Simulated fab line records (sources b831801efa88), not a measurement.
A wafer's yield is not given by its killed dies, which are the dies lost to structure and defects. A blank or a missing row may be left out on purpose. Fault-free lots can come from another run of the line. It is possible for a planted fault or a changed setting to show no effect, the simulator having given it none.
Which of the tools did it? / flow gf180mcu / 12 lots, 36 wafers sampled, at 7 steps of a route of 602

WHAT EACH GAUGE READ, for each wafer
GF_HV_LDD_CD_MEAS_31 targets a cd of 400 nm.
lot=L512; measured=day 11 15:22; on=cd_sem-01; cd_nm (nm)=399.0 399.2 400.7
lot=L513; measured=day 11 20:46; on=cd_sem-02; cd_nm (nm)=402.5 400.5 400.5
lot=L515; measured=day 12 12:55; on=cd_sem-01; cd_nm (nm)=403.8 401.7 403.8
lot=L518; measured=day 13 14:20; on=cd_sem-02; cd_nm (nm)=403.4 404.4 404.4
lot=L519; measured=day 13 22:20; on=cd_sem-01; cd_nm (nm)=403.8 402.3 400.7
lot=L520; measured=day 14 07:28; on=cd_sem-02; cd_nm (nm)=396.7 395.6 396.7
lot=L521; measured=day 14 13:53; on=cd_sem-01; cd_nm (nm)=398.3 396.9 398.5
lot=L524; measured=day 15 11:58; on=cd_sem-02; cd_nm (nm)=399.2 402.4 402.8
lot=L527; measured=day 16 11:49; on=cd_sem-02; cd_nm (nm)=399.0 400.4 398.0
lot=L528; measured=day 16 17:31; on=cd_sem-01; cd_nm (nm)=397.0 398.2 396.2
lot=L532; measured=day 18 02:19; on=cd_sem-02; cd_nm (nm)=398.0 395.9 398.8
lot=L533; measured=day 18 09:44; on=cd_sem-01; cd_nm (nm)=399.4 401.2 400.8

GF_NSD_CD_MEAS_07 targets a cd of 400 nm.
lot=L512; measured=day 13 12:50; on=cd_sem-01; cd_nm (nm)=399.6 401.4 400.7
lot=L513; measured=day 13 15:40; on=cd_sem-01; cd_nm (nm)=400.1 401.5 401.6
lot=L515; measured=day 14 10:22; on=cd_sem-01; cd_nm (nm)=402.0 402.4 401.5
lot=L518; measured=day 15 11:40; on=cd_sem-01; cd_nm (nm)=400.1 400.5 398.7
lot=L519; measured=day 15 20:53; on=cd_sem-01; cd_nm (nm)=397.8 397.2 396.7
lot=L520; measured=day 16 07:02; on=cd_sem-01; cd_nm (nm)=399.5 400.3 400.8
lot=L521; measured=day 16 12:18; on=cd_sem-01; cd_nm (nm)=397.0 392.5 396.6
lot=L524; measured=day 17 14:10; on=cd_sem-01; cd_nm (nm)=398.2 394.8 398.1
lot=L527; measured=day 18 15:11; on=cd_sem-02; cd_nm (nm)=398.2 398.7 397.7
lot=L528; measured=day 18 20:07; on=cd_sem-02; cd_nm (nm)=396.4 393.7 394.9
lot=L532; measured=day 20 07:22; on=cd_sem-02; cd_nm (nm)=400.6 399.7 398.4
lot=L533; measured=day 20 14:32; on=cd_sem-01; cd_nm (nm)=402.4 402.4 401.7

GF_PSD_TW_MEAS_11.
lot=L512; measured=day 14 10:23; on=film_metro-04; PSD_TW=3136 3145 3149
lot=L513; measured=day 14 13:50; on=film_metro-02; PSD_TW=3184 3193 3202
lot=L515; measured=day 15 08:11; on=film_metro-01; PSD_TW=3189 3182 3209
lot=L518; measured=day 16 10:20; on=film_metro-04; PSD_TW=3149 3142 3154
lot=L519; measured=day 16 20:37; on=film_metro-01; PSD_TW=3205 3199 3204
lot=L520; measured=day 17 06:18; on=film_metro-02; PSD_TW=3219 3226 3229
lot=L521; measured=day 17 11:14; on=film_metro-04; PSD_TW=3162 3166 3161
lot=L524; measured=day 18 14:47; on=film_metro-04; PSD_TW=3150 3137 3151
lot=L527; measured=day 19 16:42; on=film_metro-01; PSD_TW=2991 3001 2993
lot=L528; measured=day 19 21:43; on=film_metro-02; PSD_TW=2990 3014 2993
lot=L532; measured=day 21 08:10; on=film_metro-01; PSD_TW=3173 3188 3202
lot=L533; measured=day 21 15:01; on=film_metro-02; PSD_TW=3191 3204 3192

GF_PSD_RS_MEAS_15: measurement is done with a four-point probe.
lot=L512; measured=day 14 10:44; on=film_metro-02; PSD_RS (ohm/sq)=108.68 108.54 108.86
lot=L513; measured=day 14 14:13; on=film_metro-04; PSD_RS (ohm/sq)=108.24 108.28 108.15
lot=L515; measured=day 15 08:31; on=film_metro-04; PSD_RS (ohm/sq)=108.19 108.34 108.37
lot=L518; measured=day 16 10:38; on=film_metro-04; PSD_RS (ohm/sq)=108.56 108.43 108.56
lot=L519; measured=day 16 20:56; on=film_metro-02; PSD_RS (ohm/sq)=108.57 108.80 108.47
lot=L520; measured=day 17 06:38; on=film_metro-04; PSD_RS (ohm/sq)=108.48 107.96 108.04
lot=L521; measured=day 17 11:34; on=film_metro-04; PSD_RS (ohm/sq)=108.29 108.34 108.17
lot=L524; measured=day 18 15:05; on=film_metro-01; PSD_RS (ohm/sq)=108.25 108.51 108.22
lot=L527; measured=day 19 17:02; on=film_metro-01; PSD_RS (ohm/sq)=123.15 122.61 122.40
lot=L528; measured=day 19 22:02; on=film_metro-01; PSD_RS (ohm/sq)=122.72 122.45 122.33
lot=L532; measured=day 21 08:29; on=film_metro-04; PSD_RS (ohm/sq)=108.71 108.84 108.83
lot=L533; measured=day 21 15:19; on=film_metro-04; PSD_RS (ohm/sq)=108.76 108.72 108.48

GF_SAB_OVL_MEAS_10.
lot=L512; measured=day 15 07:35; on=overlay-01; SAB_OVL (nm)=0.6 1.8 1.8
lot=L513; measured=day 15 11:14; on=overlay-02; SAB_OVL (nm)=-1.3 -1.4 -1.6
lot=L515; measured=day 16 06:14; on=overlay-01; SAB_OVL (nm)=-1.4 -3.4 -1.4
lot=L518; measured=day 17 09:52; on=overlay-02; SAB_OVL (nm)=-1.7 -1.5 -1.9
lot=L519; measured=day 17 19:14; on=overlay-02; SAB_OVL (nm)=-2.4 -1.1 -0.9
lot=L520; measured=day 18 05:36; on=overlay-02; SAB_OVL (nm)=0.2 -1.7 -0.8
lot=L521; measured=day 18 10:25; on=overlay-01; SAB_OVL (nm)=-1.4 -1.4 -0.9
lot=L524; measured=day 19 15:29; on=overlay-02; SAB_OVL (nm)=-1.2 -0.7 0.8
lot=L527; measured=day 20 17:09; on=overlay-02; SAB_OVL (nm)=-2.9 -2.4 -0.2
lot=L528; measured=day 20 23:06; on=overlay-01; SAB_OVL (nm)=-0.8 -1.2 -0.7
lot=L532; measured=day 22 08:15; on=overlay-02; SAB_OVL (nm)=-1.8 -0.9 -0.5
lot=L533; measured=day 22 15:10; on=overlay-02; SAB_OVL (nm)=-0.9 -3.5 -2.0

TOOL THAT RAN EACH LOT (tool first, then ch and the chambers of the sampled wafers, then the start)
lot=L512; GF_PSD_IMPLANT_09=implanter-03 ch 0, day 14 10:10; GF_PSD_STRIP_10=plasma_asher-02 ch 0,1, day 14 10:17
lot=L513; GF_PSD_IMPLANT_09=implanter-04 ch 0, day 14 13:36; GF_PSD_STRIP_10=plasma_asher-02 ch 0,1, day 14 13:44
lot=L515; GF_PSD_IMPLANT_09=implanter-01 ch 0, day 15 07:58; GF_PSD_STRIP_10=plasma_asher-03 ch 0,1, day 15 08:05
lot=L518; GF_PSD_IMPLANT_09=implanter-04 ch 0, day 16 10:05; GF_PSD_STRIP_10=plasma_asher-01 ch 0,1, day 16 10:14
lot=L519; GF_PSD_IMPLANT_09=implanter-04 ch 0, day 16 20:23; GF_PSD_STRIP_10=plasma_asher-01 ch 1, day 16 20:31
lot=L520; GF_PSD_IMPLANT_09=implanter-04 ch 0, day 17 06:05; GF_PSD_STRIP_10=plasma_asher-01 ch 0,1, day 17 06:13
lot=L521; GF_PSD_IMPLANT_09=implanter-01 ch 0, day 17 10:56; GF_PSD_STRIP_10=plasma_asher-02 ch 1, day 17 11:05
lot=L524; GF_PSD_IMPLANT_09=implanter-01 ch 0, day 18 14:32; GF_PSD_STRIP_10=plasma_asher-02 ch 0,1, day 18 14:41
lot=L527; GF_PSD_IMPLANT_09=implanter-01 ch 0, day 19 16:29; GF_PSD_STRIP_10=plasma_asher-03 ch 0,1, day 19 16:37
lot=L528; GF_PSD_IMPLANT_09=implanter-01 ch 0, day 19 21:29; GF_PSD_STRIP_10=plasma_asher-03 ch 0,1, day 19 21:37
lot=L532; GF_PSD_IMPLANT_09=implanter-03 ch 0, day 21 07:55; GF_PSD_STRIP_10=plasma_asher-03 ch 0, day 21 08:04
lot=L533; GF_PSD_IMPLANT_09=implanter-03 ch 0, day 21 14:46; GF_PSD_STRIP_10=plasma_asher-01 ch 0,1, day 21 14:55
- GF_PSD_IMPLANT_09
- GF_PSD_STRIP_10: strips in O2/N2.

WHAT THE TOOLS THEMSELVES READ (means of the sampled wafers that have a number; where no wafer has one, the mark that the record gives instead)
GF_PSD_IMPLANT_09.
lot=L512 tool=implanter-03 beam_energy_keV=40.006 dose_ions_cm2=1.4981e+15
lot=L513 tool=implanter-04 beam_energy_keV=39.996 dose_ions_cm2=1.4987e+15
lot=L515 tool=implanter-01 beam_energy_keV=39.999 dose_ions_cm2=1.5011e+15
lot=L518 tool=implanter-04 beam_energy_keV=40.000 dose_ions_cm2=1.5001e+15
lot=L519 tool=implanter-04 beam_energy_keV=39.986 dose_ions_cm2=1.4999e+15
lot=L520 tool=implanter-04 beam_energy_keV=40.002 dose_ions_cm2=1.4993e+15
lot=L521 tool=implanter-01 beam_energy_keV=40.000 dose_ions_cm2=1.5002e+15
lot=L524 tool=implanter-01 beam_energy_keV=40.000 dose_ions_cm2=1.5011e+15
lot=L527 tool=implanter-01 beam_energy_keV=30.809 dose_ions_cm2=1.5021e+15
lot=L528 tool=implanter-01 beam_energy_keV=30.811 dose_ions_cm2=1.4998e+15
lot=L532 tool=implanter-03 beam_energy_keV=39.999 dose_ions_cm2=1.4993e+15
lot=L533 tool=implanter-03 beam_energy_keV=39.991 dose_ions_cm2=1.5009e+15

GF_PSD_STRIP_10.
lot=L512; tool=plasma_asher-02; drypump_motor_current_A (A)=5.3; heater_power_w (W)=359; oes_product_au (a.u.)=0.595; strip_time_to_endpoint_s (s)=16.59
lot=L513; tool=plasma_asher-02; drypump_motor_current_A (A)=5.3; heater_power_w (W)=355; oes_product_au (a.u.)=0.591; strip_time_to_endpoint_s (s)=16.50
lot=L515; tool=plasma_asher-03; drypump_motor_current_A (A)=5.9; heater_power_w (W)=356; oes_product_au (a.u.)=0.589; strip_time_to_endpoint_s (s)=16.44
lot=L518; tool=plasma_asher-01; drypump_motor_current_A (A)=5.3; heater_power_w (W)=317; oes_product_au (a.u.)=0.595; strip_time_to_endpoint_s (s)=16.53
lot=L519; tool=plasma_asher-01; drypump_motor_current_A (A)=5.6; heater_power_w (W)=289; oes_product_au (a.u.)=0.590; strip_time_to_endpoint_s (s)=16.55
lot=L520; tool=plasma_asher-01; drypump_motor_current_A (A)=5.3; heater_power_w (W)=318; oes_product_au (a.u.)=0.588; strip_time_to_endpoint_s (s)=16.59
lot=L521; tool=plasma_asher-02; drypump_motor_current_A (A)=6.0; heater_power_w (W)=345; oes_product_au (a.u.)=0.589; strip_time_to_endpoint_s (s)=16.50
lot=L524; tool=plasma_asher-02; drypump_motor_current_A (A)=5.6; heater_power_w (W)=347; oes_product_au (a.u.)=0.591; strip_time_to_endpoint_s (s)=16.52
lot=L527; tool=plasma_asher-03; drypump_motor_current_A (A)=5.9; heater_power_w (W)=356; oes_product_au (a.u.)=0.613; strip_time_to_endpoint_s (s)=15.66
lot=L528; tool=plasma_asher-03; drypump_motor_current_A (A)=5.9; heater_power_w (W)=357; oes_product_au (a.u.)=0.614; strip_time_to_endpoint_s (s)=15.64
lot=L532; tool=plasma_asher-03; drypump_motor_current_A (A)=5.8; heater_power_w (W)=347; oes_product_au (a.u.)=0.594; strip_time_to_endpoint_s (s)=16.54
lot=L533; tool=plasma_asher-01; drypump_motor_current_A (A)=5.3; heater_power_w (W)=316; oes_product_au (a.u.)=0.590; strip_time_to_endpoint_s (s)=16.53

THE ANSWER, worked out from the rows above alone
Rule: the lots themselves supply what counts as usual. The widest of any qualifying gaps counts: lots, ordered by their means at a reading, are off when they make up no more than a third of the lots, leave a main group of 4 or more, and stand apart from it by 3 or more times the standard deviation of that group's means. If all means in a main group match to the digits the tables above print for the reading, that group is not used. A lot without any number at a reading at which 4 lots or more have one is off too. All remaining lots with rows at the step are treated as sound. The gauges are gone through in route order, then the tools' own readings, and for those a lot's mean is taken as printed above. At the first step where some lot is off, the reading lying furthest off is the one used; lots without a number count as furthest.
Off: L527, L528, at GF_PSD_TW_MEAS_11 (PSD_TW). Main group: mean 3180, sd 26.
A tool fits if, at a process step before that reading, it ran every lot that is off, and no sound lot after the first of them. Not tried: the gauges at GF_PSD_TW_MEAS_11; whatever is off there is also off at GF_PSD_IMPLANT_09, on other tools, and gauge error can't account for it. One fits: implanter-01 at GF_PSD_IMPLANT_09. Its last sound lot is L524 (day 18 14:32), its first lot that is off L527 (day 19 16:29): a fault that began between those two fits.
On the lots that are off, the tool's own readings at GF_PSD_IMPLANT_09 differ by more than 5 times the standard deviation of the sound lots' means, which bears it out; beam_energy_keV reads 30.810 there versus 39.998 on the sound lots.

WHAT THE SIMULATOR HAD INSERTED
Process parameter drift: implanter-01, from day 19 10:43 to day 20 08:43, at GF_PSD_IMPLANT_09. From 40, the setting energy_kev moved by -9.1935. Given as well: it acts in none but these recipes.
Struck lots among those shown: L527, L528. This agrees with what the rule above found.
